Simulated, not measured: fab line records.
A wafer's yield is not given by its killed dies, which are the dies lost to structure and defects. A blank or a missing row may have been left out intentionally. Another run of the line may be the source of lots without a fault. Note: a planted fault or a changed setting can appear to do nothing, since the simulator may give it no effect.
Struck lot and sound lot, side by side + flow gf180mcu + 22 steps out of a route of 602
Sound: the wafers L735.3, L735.5, L735.6. Struck: wafer L732.2. (L732.3, L732.5 of the same lot were not struck and are left out.) The cause comes at the end.
For every step that has rows: the tool of each side, followed by ch and its chambers, followed by its first start. Under that, the readings that differ: sound wafers + struck wafers + difference of the means + sigmas: that difference in standard deviations of wafers without a fault.
alike: words and numbers the same on both sides, and readings whose means are apart by under 2 such deviations; not compared: readings that were withheld, readings missing a value for some wafer, numbers with overlapping values and no deviation given by the record, and bounds like >300 which may hide the same value.
The two part at a step that has a row with sigmas, a row that says differs or no value, or rows on one side only. Numbers that have no deviation but don't overlap get no sigmas and don't part them. Lack of a reading on every wafer of one side parts them only where that side has two or more wafers.

first, 3 steps without rows for these wafers: GF_M4_STRIP_18 (strips in post etch residue remover, time 1200 s); GF_M4_CLEAN_19 (cleans in DIW); GF_V4_CVD_00 (deposits SiO2, target thk 600 nm, time 100 s).
GF_V4_THK_MEAS_01:
  sound on filmMetro-04 at day 29 01:26; struck on filmMetro-04 at day 28 09:27
  alike: V4_CVD_00_THK
GF_V4_CVD_02: deposits SiO2 from TEOS, target thk 850 nm, time 94.851 s.
  sound on pecvd-02 ch 0,2, day 29 01:28; struck on pecvd-04 ch 2, day 28 09:30
  alike: heaterPowerW
GF_V4_THK_MEAS_03:
  sound on filmMetro-03 at day 29 01:34; struck on filmMetro-03 at day 28 09:35
  alike: V4_CVD_02_THK
GF_V4_CMP_04: polishes SiO2.
  sound on cmp-01 ch 0,1, day 29 01:40; struck on cmp-01 ch 0, day 28 09:38
| reading             | sound    | struck | difference | sigmas |
|---------------------|----------|--------|------------|--------|
| timeToEndpointS (s) | 80 88 81 | 71     | -12        | -2     |
  alike: motorCurrentA, slurryFlowMlMin
GF_V4_BOW_MEAS_05:
  sound on filmMetro-03 at day 29 01:58; struck on filmMetro-02 at day 28 09:57
  alike: V4_BOW
then, 4 steps without rows for these wafers: GF_V4_DEHYDRATE_06 (time 60 s); GF_V4_HMDS_07 (prime time 60 s); GF_V4_COAT_08; GF_V4_COAT_09 (resist thk 1000 nm).
GF_V4_SOFTBAKE_10: time 60 s.
  sound on lithoTrack-01 ch 0, day 29 12:00; struck on lithoTrack-03 ch 0, day 28 19:00
| reading               | sound             | struck | difference | sigmas |
|-----------------------|-------------------|--------|------------|--------|
| heaterPowerTotalW (W) | 93.08 93.04 93.14 | 98.58  | +5.49      | +98    |
| runLengthS (s)        | 89.19 88.96 88.99 | 79.53  | -9.52      | -38    |
then, 3 steps without rows for these wafers: GF_V4_EXPOSE_11 (exposes mask Via4, target cd 260 nm); GF_V4_PEB_12 (peb time 90 s); GF_V4_DEVELOP_13 (develop time 60 s).
GF_V4_CD_MEAS_14: the cd target is 260 nm.
  sound on cdSem-01 at day 29 21:46; struck on cdSem-02 at day 29 05:34
  alike: cdNm
GF_V4_OVL_MEAS_15:
  sound on overlay-01 at day 29 21:52; struck on overlay-01 at day 29 05:41
| reading     | sound  | struck | difference | sigmas |
|-------------|--------|--------|------------|--------|
| V4_OVL (nm) | 15 6 2 | -8     | -16        | -3     |
GF_V4_ETCH_16: etches BARC in N2/H2.
  sound on rieDiel-03 ch 2,3, day 29 21:53; struck on rieDiel-03 ch 1, day 29 05:43
| reading            | sound           | struck | difference | sigmas |
|--------------------|-----------------|--------|------------|--------|
| model.V4.cdNm (nm) | 258.7 258 257.8 | 256.9  | -1.3       |        |
  alike: chamberPressureMTorr, drypumpMotorCurrentA, oesProductAu, throttleValvePct
GF_V4_ETCH_17: etches SiO2 in C4F8/O2/Ar, stops on TiN, target depth 630 nm.
  sound on rieDiel-03 ch 2,3; struck on rieDiel-03 ch 1
| reading            | sound             | struck | difference | sigmas |
|--------------------|-------------------|--------|------------|--------|
| model.V4.cdNm (nm) | 259.1 258.3 258.4 | 257.1  | -1.5       |        |
  alike: chamberPressureMTorr, oesProductAu
GF_V4_STRIP_18: strips in O2/N2.
  sound on plasmaAsher-01 ch 0,1, day 29 22:02; struck on plasmaAsher-01 ch 1, day 29 05:50
| reading             | sound       | struck | difference                   | sigmas |
|---------------------|-------------|--------|------------------------------|--------|
| heaterPowerW (W)    | 311 321 341 | 351    | +27                          | +2     |
| rfHoursCounterH (h) | - - -       | 62     | no value on the sound wafers |        |
  alike: chamberPressureMTorr, drypumpMotorCurrentA, oesProductAu
GF_PASSIVATION_PROBE_99:
  the record holds rows for the sound wafers here (prober-01, day 33 19:08) but none for the struck ones

## WHERE THEY PART
First at GF_V4_CMP_04; last, within this record, at GF_PASSIVATION_PROBE_99.

WHY: what the simulator had put in
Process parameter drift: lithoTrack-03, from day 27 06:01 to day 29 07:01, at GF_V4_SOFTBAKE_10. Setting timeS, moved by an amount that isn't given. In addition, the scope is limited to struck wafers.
